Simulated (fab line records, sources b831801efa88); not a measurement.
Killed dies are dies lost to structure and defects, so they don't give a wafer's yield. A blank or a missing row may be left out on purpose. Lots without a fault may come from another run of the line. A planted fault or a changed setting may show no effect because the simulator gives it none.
Which tool did it? | flow gf180mcu | 6 lots, 18 wafers sampled, at 3 steps of a route of 602

WHAT THE GAUGES READ, wafer by wafer
GF_V2_CD_MEAS_14: target cd 260 nm.
lot  | measured     | on        | cd_nm (nm)
L800 | day 21 12:27 | cd_sem-01 | 258.6 257.3 259.0
L804 | day 23 02:23 | cd_sem-02 | 267.4 268.7 267.2 267.2 268.4 267.2
L813 | day 25 21:52 | cd_sem-01 | 260.7 261.5 260.7
L815 | day 26 09:38 | cd_sem-02 | 261.6 261.5 261.2
L818 | day 27 09:28 | cd_sem-02 | 257.3 259.6 258.4
L820 | day 27 16:49 | cd_sem-01 | 259.3 260.0 260.0

WHICH TOOL RAN EACH LOT (tool, then ch and the chambers of the sampled wafers, then the start)
lot  | GF_V1_CVD_23                  | GF_V2_SOFTBAKE_10
L800 | cvd_w-01 ch 0,1, day 19 09:44 | litho_track-02 ch 0, day 21 00:00
L804 | cvd_w-01 ch 0,1, day 21 01:36 | litho_track-02 ch 0, day 22 15:00
L813 | cvd_w-01 ch 0,1, day 24 00:26 | litho_track-03 ch 0, day 25 11:00
L815 | cvd_w-02 ch 0,1, day 24 13:40 | litho_track-02 ch 0, day 25 23:00
L818 | cvd_w-02 ch 0,1, day 25 14:32 | litho_track-04 ch 0, day 26 23:00
L820 | cvd_w-02 ch 0,1, day 25 21:34 | litho_track-04 ch 0, day 27 06:00
- GF_V1_CVD_23: deposits W, target thk 350 nm, time 105.05 s.
- GF_V2_SOFTBAKE_10: time 60 s.

THE ANSWER, worked out from the rows above alone
Rule: what is usual is taken from the lots themselves. Put in order of their means at a reading, lots are off if they are a third of the lots or fewer, leave a main group of 4 or more, and stand apart from it by a gap of 3 or more times the standard deviation of the main group's means; of several such gaps the widest counts. A main group whose means are all the same, to the digits that the tables above print for the reading, isn't used. A lot without any number at a reading at which 4 lots or more have one is off too. The other lots that the step has rows for count as sound.
Off: L804, at GF_V2_CD_MEAS_14 (cd_nm). The main group: mean 259.8 nm, standard deviation 1.3.
A tool fits if, at a process step before that reading, it ran every lot that is off, and no sound lot after the first of them. The gauges at GF_V2_CD_MEAS_14 are tried like those tools. None of those tried fits.

WHAT THE SIMULATOR HAD PUT IN
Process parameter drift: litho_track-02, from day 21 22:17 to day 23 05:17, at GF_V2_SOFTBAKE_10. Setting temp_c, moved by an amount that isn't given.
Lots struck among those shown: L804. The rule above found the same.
